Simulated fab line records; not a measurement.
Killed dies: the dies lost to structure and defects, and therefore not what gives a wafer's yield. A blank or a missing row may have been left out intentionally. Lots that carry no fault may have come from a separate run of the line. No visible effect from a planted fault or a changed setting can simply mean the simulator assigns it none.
fab line records	flow sfq-line
record lots=6	wafers=18	last-day=83
route steps=325 shown M2@92 I2@103
lots untouched by any fault: they come from a run of this same line in which no faults occurred
start-h: start of the lot's first displayed wafer, in hours after the record's first day	wait-h: time in hours since the lot's previous step	" repeats the value in the row above	L1.1+2: one row covering several wafers at once	- either no value or no given start	* or withheld: withheld	< > ~ a bound
route shown NAME@n: NAME is a module with steps in the file, n the number in the route of the first one	usual: the fault-free wafers' mean and standard deviation	same: alike in all rows	chamber/n: place in a boat	sites: the reading at each site	_std_site: standard deviation of those values	_edge_site: inner sites' mean taken away from outer sites' mean	radius-mm: how far each site lies from the wafer's centre	mask NAME#n: copy n	behind: the most recent tool/chamber to have shaped the wafer	hold: reason for holding the lot/hours on hold/outcome of the hold	device: names the non-switching transistor (n, p or np)	end of line: tests of these same wafers at the route's end	a step with no rows: only its recipe	killed: dies lost to structure and defects at the first sort, not the wafer's yield	map: shows each die of a wafer: x if killed, . if not, _ if none is there
set.NAME: the setting that was run; set.NAME@STEP: the one run at that earlier step	model.NAME: the simulator's own value behind a step, which no gauge read
lots at some steps of the route; a table a step, a row a wafer
services: from which hour (start-h, from the record's first day; less than 0 if before it) a tool's chamber was out of use, for how many hours, and why
## steps
# step SFQ_TRILAYER_M2_LITHO_COAT_062
# recipe resist=BARC	spin-rpm=3000	resist-thk-nm=62
# step SFQ_TRILAYER_M2_LITHO_COAT_057
# recipe resist=KrF	spin-rpm=3000	resist-thk-nm=600
# step SFQ_TRILAYER_M2_LITHO_SOFTBAKE_061
# recipe temp-c=withheld	time-s=withheld	resist=KrF
# step SFQ_TRILAYER_M2_LITHO_EXPOSE_058
# recipe mask-id=M2	na=0.6	source-shape=conventional	sigma-outer=0.65	target-cd-nm=500	dose-mj=14.4
# step SFQ_TRILAYER_M2_LITHO_PEB_060
# recipe peb-temp-c=115	peb-time-s=60	resist=KrF
# step SFQ_TRILAYER_M2_LITHO_DEVELOP_059
# recipe time-s=60	resist=KrF
# step SFQ_M2_OVL_MEAS_916
# usual M2_OVL=-3/5
lot.wafer	tool	chamber	start-h	wait-h	M2_OVL[nm]
L917.2	overlay-01	-	668.39	0.1	-3
L917.3	"	-	"	"	-7
L917.5	"	-	"	"	-7
L922.3	overlay-01	-	756.36	0.1	1
L922.4	"	-	"	"	1
L922.5	"	-	"	"	7
L933.3	overlay-02	-	871.08	0.1	-6
L933.4	"	-	"	"	-9
L933.6	"	-	"	"	-14
L934.3	overlay-02	-	886.68	0.1	7
L934.4	"	-	"	"	3
L934.6	"	-	"	"	4
L938.1	overlay-02	-	933.04	0.1	-1
L938.2	"	-	"	"	0
L938.6	"	-	"	"	0
L940.2	overlay-01	-	936.65	0.1	-9
L940.4	"	-	"	"	-11
L940.6	"	-	"	"	-6
# step SFQ_TRILAYER_M2_BARC_OPEN_METAL_ETCH_077
# recipe mask-material=PR	chemistry=O2	target-depth-nm=125	target=BARC	icp-w=600	bias-w=80	pressure-mtorr=10	time-s=41.7
# usual chamber-pressure-mTorr=10.000/0.0092	drypump-motor-current-A=5.63/0.28	oes-product-au=0.685/0.0051
lot.wafer	tool	chamber	start-h	wait-h	chamber-pressure-mTorr	drypump-motor-current-A	oes-product-au	rf-hours-counter-h
L917.2	rie-metal-02	0	668.42	0.0	10.002	5.65	0.682	75
L917.3	"	1	"	"	9.998	5.86	0.681	-
L917.5	"	1	"	"	9.995	5.87	0.687	-
L922.3	rie-metal-04	1	756.41	0.0	10.007	5.18	0.679	-
L922.4	"	0	"	"	10.014	5.51	0.682	-
L922.5	"	1	"	"	10.014	5.20	0.684	-
L933.3	rie-metal-02	1	871.13	0.0	10.005	5.90	0.683	-
L933.4	"	0	"	"	10.005	5.63	0.675	-
L933.6	"	0	"	"	10.008	5.66	0.684	-
L934.3	rie-metal-02	0	886.73	0.0	10.003	5.65	0.685	-
L934.4	"	1	"	"	10.001	5.89	0.680	-
L934.6	"	1	"	"	10.015	5.89	0.677	-
L938.1	rie-metal-04	0	933.08	0.0	9.995	5.49	0.683	113
L938.2	"	1	"	"	10.012	5.19	0.680	127
L938.6	"	1	"	"	9.989	5.19	0.685	-
L940.2	rie-metal-04	0	936.68	0.0	10.006	5.51	0.691	113
L940.4	"	0	"	"	9.970	5.51	0.690	-
L940.6	"	1	"	"	10.011	5.20	0.678	-
# step SFQ_TRILAYER_M2_ETCH_METAL_ETCH_060
# recipe target=Nb	stop-on=SiO2	mask-material=PR	chemistry=Cl2/Ar	target-depth-nm=240	icp-w=600	bias-w=80	pressure-mtorr=10	time-s=120
# usual chamber-pressure-mTorr=9.999/0.0086	drypump-motor-current-A=5.63/0.28	oes-product-au=0.896/0.0079
lot.wafer	tool	chamber	start-h	wait-h	chamber-pressure-mTorr	drypump-motor-current-A	oes-product-au	rf-hours-counter-h
L917.2	rie-metal-02	0	668.48	0.0	9.984	5.65	0.897	75
L917.3	"	1	"	"	10.008	5.86	0.895	-
L917.5	"	1	"	"	10.000	5.86	0.903	-
L922.3	rie-metal-04	1	756.49	0.1	9.988	5.19	0.887	-
L922.4	"	0	"	"	9.985	5.51	0.881	-
L922.5	"	1	"	"	9.988	5.20	0.890	-
L933.3	rie-metal-02	1	871.21	0.1	9.993	5.88	0.895	-
L933.4	"	0	"	"	9.994	5.67	0.898	-
L933.6	"	0	"	"	9.995	5.65	0.890	-
L934.3	rie-metal-02	0	886.81	0.1	9.993	5.65	0.893	-
L934.4	"	1	"	"	10.009	5.86	0.902	-
L934.6	"	1	"	"	10.003	5.89	0.892	-
L938.1	rie-metal-04	0	933.14	0.0	10.007	5.50	0.903	113
L938.2	"	1	"	"	9.999	5.18	0.886	127
L938.6	"	1	"	"	9.994	5.19	0.895	-
L940.2	rie-metal-04	0	936.74	0.0	9.991	5.51	0.884	113
L940.4	"	0	"	"	10.015	5.54	0.882	-
L940.6	"	1	"	"	10.003	5.19	0.896	-
# step SFQ_TRILAYER_M2_STRIP_STRIP_061
# recipe gas=O2	power-w=200	platen-temp-c=40	overash-fraction=0.65	chemistry=O2	pressure-mtorr=50
# usual chamber-pressure-mTorr=50.00/0.046	drypump-motor-current-A=5.63/0.29	oes-product-au=0.996/0.018
lot.wafer	tool	chamber	start-h	wait-h	chamber-pressure-mTorr	drypump-motor-current-A	oes-product-au	rf-hours-counter-h
L917.2	rie-metal-02	0	668.60	0.1	49.92	5.66	1.015	75
L917.3	"	1	"	"	50.04	5.85	0.997	-
L917.5	"	1	"	"	50.01	5.89	1.011	-
L922.3	rie-metal-04	1	756.77	0.2	49.95	5.16	1.025	-
L922.4	"	0	"	"	49.90	5.53	1.008	-
L922.5	"	1	"	"	49.97	5.19	1.036	-
L933.3	rie-metal-02	1	871.49	0.2	49.95	5.89	0.979	-
L933.4	"	0	"	"	50.05	5.64	1.000	-
L933.6	"	0	"	"	50.08	5.65	1.004	-
L934.3	rie-metal-02	0	887.09	0.2	49.97	5.65	1.005	-
L934.4	"	1	"	"	49.91	5.88	0.979	-
L934.6	"	1	"	"	50.08	5.87	0.990	-
L938.1	rie-metal-04	0	933.26	0.1	49.96	5.50	0.994	113
L938.2	"	1	"	"	50.01	5.20	1.019	127
L938.6	"	1	"	"	49.99	5.21	1.026	-
L940.2	rie-metal-04	0	936.86	0.1	50.08	5.50	1.004	113
L940.4	"	0	"	"	50.07	5.48	1.005	-
L940.6	"	1	"	"	49.97	5.19	1.028	-
# step SFQ_TRILAYER_M2_STRIP_SOLV_CLEAN_062
# recipe chemistry=NMP	temp-c=70	time-s=600
# step SFQ_TRILAYER_I2_DEP_PECVD_063
# recipe material=SiO2	temp-c=150	time-s=111.11	pressure-torr=2.4	rf-w=183.3	precursor=SiH4/N2O	target-thk-nm=500
# usual heater-power-w=88/14	throttle-valve-pct=24.6/1.2
lot.wafer	tool	chamber	start-h	wait-h	heater-power-w	since-wet-clean-h	throttle-valve-pct
L917.2	pecvd-04	1	669.38	0.0	116	831	23.9
L917.3	"	2	"	"	97	831	24.5
L917.5	"	2	"	"	100	-	24.7
L922.3	pecvd-03	1	757.35	0.0	73	549	26.0
L922.4	"	1	"	"	75	-	26.0
L922.5	"	0	"	"	111	-	24.2
L933.3	pecvd-04	0	872.07	0.0	100	1033	25.5
L933.4	"	1	"	"	104	-	24.2
L933.6	"	0	"	"	102	-	25.6
L934.3	pecvd-02	2	887.67	0.0	75	1432	25.6
L934.4	"	2	"	"	78	-	25.3
L934.6	"	1	"	"	72	-	22.6
L938.1	pecvd-03	1	934.04	0.0	69	726	26.5
L938.2	"	0	"	"	101	726	24.5
L938.6	"	1	"	"	71	-	26.9
L940.2	pecvd-04	0	937.64	0.0	104	1099	25.9
L940.4	"	2	"	"	100	-	24.9
L940.6	"	0	"	"	106	-	25.5
# step SFQ_TRILAYER_I2_CMP_CMP_064
# recipe material=SiO2	down-force-psi=3	platen-rpm=60	pad-velocity-m-s=0.94248
# usual head-pressure-psi=3.001/0.0065	motor-current-A=9.4/0.83	time-to-endpoint-s=214/9.4
lot.wafer	tool	chamber	start-h	wait-h	head-pressure-psi	motor-current-A	time-to-endpoint-s
L917.3	cmp-01	1	672.35	2.9	2.997	8.0	212
L917.2	"	2	"	"	3.012	9.9	212
L917.5	"	1	674.35	4.9	2.998	8.8	218
L922.4	cmp-02	1	759.24	1.8	2.998	10.2	208
L922.3	"	3	760.24	2.9	3.001	10.2	192
L922.5	"	2	761.74	4.3	3.020	8.6	205
L933.3	cmp-02	0	888.59	16.5	3.003	8.7	234
L933.4	"	1	"	"	2.543	9.4	278
L933.6	"	0	890.59	18.4	3.008	9.0	238
L934.4	cmp-02	3	912.59	24.8	3.006	9.6	217
L934.3	"	1	913.59	25.9	2.540	8.9	265
L934.6	"	3	914.59	26.8	3.007	9.5	213
L938.1	cmp-01	2	955.49	21.4	3.004	10.1	207
L938.2	"	0	956.49	22.4	2.998	9.5	210
L938.6	"	1	"	"	3.006	8.4	212
L940.4	cmp-01	1	959.56	21.8	3.001	8.6	221
L940.2	"	2	"	"	3.007	9.3	219
L940.6	"	0	961.06	23.3	3.004	9.9	222
# step SFQ_I2_BOW_MEAS_917
# recipe mode=bow
# usual I2_BOW=3/8.8
lot.wafer	tool	chamber	start-h	wait-h	I2_BOW[um]
L917.2	film-metro-04	-	674.87	1.5	0
L917.3	"	-	"	"	-10
L917.5	"	-	"	"	-8
L922.3	film-metro-03	-	762.28	1.5	10
L922.4	"	-	"	"	12
L922.5	"	-	"	"	4
L933.3	film-metro-01	-	891.63	2.5	-8
L933.4	"	-	"	"	-3
L933.6	"	-	"	"	-3
L934.3	film-metro-03	-	915.63	1.5	2
L934.4	"	-	"	"	-15
L934.6	"	-	"	"	-5
L938.1	film-metro-03	-	957.99	2.0	12
L938.2	"	-	"	"	14
L938.6	"	-	"	"	-4
L940.2	film-metro-04	-	961.58	1.0	9
L940.4	"	-	"	"	3
L940.6	"	-	"	"	9
## services
tool	chamber	start-h	hours	kind
cmp-01	-	645.17	0.4	repair
cmp-02	-	650.33	12.2	pm
pecvd-03	1	678.53	22.7	repair
cmp-02	-	689.28	3.2	repair
pecvd-03	-	696.82	14.6	pm
pecvd-04	-	704.22	0.2	repair
cmp-01	-	711.40	2.3	repair
cmp-02	-	716.46	4.9	pm
pecvd-03	-	732.68	0.7	repair
cmp-02	-	747.06	4.0	pm
pecvd-04	1	765.94	4.2	repair
cmp-01	-	784.48	4.4	repair
pecvd-04	-	806.93	0.5	repair
rie-metal-04	0	813.21	3.3	repair
cmp-02	-	819.75	0.6	repair
pecvd-03	-	821.14	0.5	repair
cmp-02	-	828.91	2.7	repair
rie-metal-04	-	832.00	0.2	repair
cmp-01	-	835.94	0.2	repair
rie-metal-04	-	858.27	1.4	pm
cmp-01	-	917.88	4.0	pm
rie-metal-02	0	928.80	2.4	repair
cmp-01	-	933.88	6.1	pm
rie-metal-04	-	941.73	2.8	pm
## key
first-sign step=SFQ_TRILAYER_I2_CMP_CMP_064	reading=head-pressure-psi	direction=down	sigmas=70	usual=3.001	struck=2.541
effect step=SFQ_TRILAYER_I2_CMP_CMP_064	reading=time-to-endpoint-s	direction=up	sigmas=6.2	usual=*	struck=*
met-at SFQ_TRILAYER_I2_CMP_CMP_064
struck-wafers L933.4,L934.3
onset-between 759.24 888.59
fault kind=process-parameter-drift	tool=cmp-02	chamber=1	onset-h=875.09	steps=SFQ_TRILAYER_I2_CMP_CMP_064	channel=down-force-psi	offset=-0.45571	shape=step	end-h=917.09	acts-in=these-recipes-only	stated=3
